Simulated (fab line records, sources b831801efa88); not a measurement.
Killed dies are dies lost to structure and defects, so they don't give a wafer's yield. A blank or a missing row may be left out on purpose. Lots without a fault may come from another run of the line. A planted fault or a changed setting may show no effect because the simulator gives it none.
A struck lot beside a sound one | flow sky130 | 43 steps out of a route of 708
Sound: wafers L151.1, L151.4, L151.5. Struck: wafers L161.1, L161.4. (L161.2 of the same lot was not struck and is left out.) The cause comes at the end.
At each step with rows: each side's tool, then ch and its chambers, then its first start. Under that, the readings that differ: sound wafers | struck wafers | difference of the means | sigmas: that difference in standard deviations of wafers without a fault.
alike: readings whose means differ by less than 2 such deviations, and words and numbers that are the same on both sides. not compared: withheld readings, readings that some wafer has no value for, bounds like >300 that may hide the same value, and numbers for which the record gives no deviation and whose values overlap.
The two part at a step that has a row with sigmas, a row that says differs or no value, or rows on one side only. Numbers that don't overlap but have no deviation are shown without sigmas and don't part them. A reading that every wafer of one side lacks parts them only if that side has two wafers or more.

SKY_FIELD_ISO_THK_MEAS_04:
  sound on film_metro-01, day 2 05:37; struck on film_metro-04, day 4 11:32
  alike: FIELD_ISO_CVD_03_THK
then, 8 steps without rows for these wafers: SKY_FIELD_ISO_DEHYDRATE_05 (time 60 s); SKY_FIELD_ISO_HMDS_06 (prime time 60 s); SKY_FIELD_ISO_COAT_07 (resist thk 60 nm); SKY_FIELD_ISO_COAT_08 (resist thk 450 nm); SKY_FIELD_ISO_SOFTBAKE_09 (time 90 s); SKY_FIELD_ISO_EXPOSE_10 (exposes mask FOM, target cd 150 nm); SKY_FIELD_ISO_PEB_11; SKY_FIELD_ISO_DEVELOP_12 (develop time 60 s).
SKY_FIELD_ISO_CD_MEAS_13: target cd 150 nm.
  sound on cd_sem-02, day 2 20:01; struck on cd_sem-02, day 5 04:32
  alike: cd_nm
SKY_FIELD_ISO_ETCH_14: etches BARC in N2/H2, stops on SiO2, time 45.9 s, target depth 60 nm.
  sound on rie_diel-02 ch 0,1,2, day 2 20:08; struck on rie_diel-04 ch 2,3, day 5 04:39
  alike: drypump_motor_current_A, n2_flow_sccm, oes_product_au, throttle_valve_pct
  not compared: rf_hours_counter_h
SKY_FIELD_ISO_ETCH_15: etches the open film in CHF3/O2, stops on Si, target depth 180 nm, time 72 s.
  sound on rie_diel-02 ch 0,1,2, day 2 20:11; struck on rie_diel-04 ch 2,3, day 5 04:41
  reading                | sound             | struck      | difference | sigmas
  throttle_valve_pct (%) | 8.833 8.832 8.850 | 8.860 8.857 | +0.020     | +2
  alike: drypump_motor_current_A, oes_product_au
  not compared: rf_hours_counter_h
SKY_FIELD_ISO_STRIP_16: strips in O2/N2.
  sound on plasma_asher-03 ch 1, day 2 20:14; struck on plasma_asher-01 ch 0, day 5 04:45
  reading             | sound             | struck      | difference | sigmas
  n2_flow_sccm (sccm) | 299.3 298.9 299.2 | 301.2 303.2 | +3.1       | +3
  alike: drypump_motor_current_A, oes_product_au, strip_time_to_endpoint_s
  not compared: rf_hours_counter_h
SKY_FIELD_ISO_ETCH_17: etches Si in HBr/Cl2/O2, target depth 342 nm, time 97.7 s.
  sound on rie_si-02 ch 0,2, day 2 20:20; struck on rie_si-02 ch 0,3, day 5 04:51
  alike: drypump_motor_current_A, oes_product_au, throttle_valve_pct
  not compared: rf_hours_counter_h
then, 5 steps without rows for these wafers: SKY_FIELD_ISO_WET_ETCH_18 (etches Si3N4 in H3PO4, target depth 25 nm, time 286 s); SKY_FIELD_ISO_CLEAN_19 (cleans in SC1/SC2, time 150 s); SKY_FIELD_ISO_CLEAN_20 (cleans in dHF, time 20 s); SKY_FIELD_ISO_WET_ETCH_21 (etches SiO2 in dHF, target depth 20 nm, time 400 s); SKY_FIELD_ISO_OXIDATION_22 (stabilise 600 s, purge 300 s, target thk 10 nm).
SKY_FIELD_ISO_THK_MEAS_23:
  sound on film_metro-03, day 2 22:11; struck on film_metro-04, day 5 08:09
  alike: FIELD_ISO_OXIDATION_01_THK
then, 1 step without rows for these wafers: SKY_FIELD_ISO_CVD_24 (deposits SiO2, target thk 595 nm, time 99.2 s).
SKY_FIELD_ISO_THK_MEAS_25:
  sound on film_metro-03, day 2 22:19; struck on film_metro-03, day 5 08:17
  alike: FIELD_ISO_CVD_24_THK
then, 1 step without rows for these wafers: SKY_FIELD_ISO_ANNEAL_26 (time 1800 s).
SKY_FIELD_ISO_CMP_27: polishes, stops on Si3N4, t overpolish 16 s, target thk 457.8 nm.
  sound on cmp-01 ch 0,1,2, day 3 01:05; struck on cmp-01 ch 0,1, day 5 10:59
  alike: motor_current_A, overpolish_run_s, time_to_endpoint_s
then, 5 steps without rows for these wafers: SKY_FIELD_ISO_WET_ETCH_28 (etches SiO2 in dHF, target depth 23.7 nm, time 47 s); SKY_FIELD_ISO_WET_ETCH_29 (etches Si3N4 in H3PO4, target depth 160 nm, time 1825 s); SKY_FIELD_ISO_WET_ETCH_30 (etches SiO2 in dHF, target depth 25 nm, time 50 s); SKY_NWELL_CLEAN_00 (cleans in SC1/SC2, time 150 s); SKY_NWELL_OXIDATION_01 (stabilise 600 s, purge 300 s, target thk 10 nm).
SKY_NWELL_THK_MEAS_02:
  sound on film_metro-04, day 3 03:39; struck on film_metro-02, day 5 13:55
  alike: NWELL_OXIDATION_THK
then, 8 steps without rows for these wafers: SKY_DNWELL_DEHYDRATE_00 (time 60 s); SKY_DNWELL_HMDS_01 (prime time 60 s); SKY_DNWELL_COAT_02 (resist thk 3000 nm); SKY_DNWELL_SOFTBAKE_03; SKY_DNWELL_EXPOSE_04 (exposes mask DNM, target cd 3000 nm); SKY_DNWELL_PEB_05; SKY_DNWELL_DEVELOP_06 (develop time 60 s); SKY_DNWELL_IMPLANT_07.
SKY_DNWELL_STRIP_08: strips in O2/N2.
  sound on plasma_asher-02 ch 0,1, day 3 19:53; struck on plasma_asher-01 ch 0,1, day 6 08:25
  reading                      | sound             | struck      | difference | sigmas
  strip_time_to_endpoint_s (s) | 36.88 36.80 36.96 | 36.72 36.70 | -0.17      | -2
  alike: drypump_motor_current_A, n2_flow_sccm, oes_product_au
  not compared: rf_hours_counter_h
SKY_DNWELL_TW_MEAS_09:
  sound on film_metro-02, day 3 19:59; struck on film_metro-02, day 6 08:31
  alike: DNWELL_TW
then, 2 steps without rows for these wafers: SKY_PWDE_DEHYDRATE_00 (time 60 s); SKY_PWDE_HMDS_01 (prime time 60 s).
-- the record jumps here: 43 days lie between the struck wafers' starts before and after (it left off in module PWDE and takes up again in module PAD_OPEN, whose first step shown is number 708 of the route) --
SKY_PAD_OPEN_PROBE_99:
  the record has rows for the struck wafers here (prober-02, day 49 06:33) and none for the sound ones

WHERE THEY PART
First at SKY_FIELD_ISO_ETCH_15; last, within this record, at SKY_PAD_OPEN_PROBE_99.

WHY: what the simulator had put in
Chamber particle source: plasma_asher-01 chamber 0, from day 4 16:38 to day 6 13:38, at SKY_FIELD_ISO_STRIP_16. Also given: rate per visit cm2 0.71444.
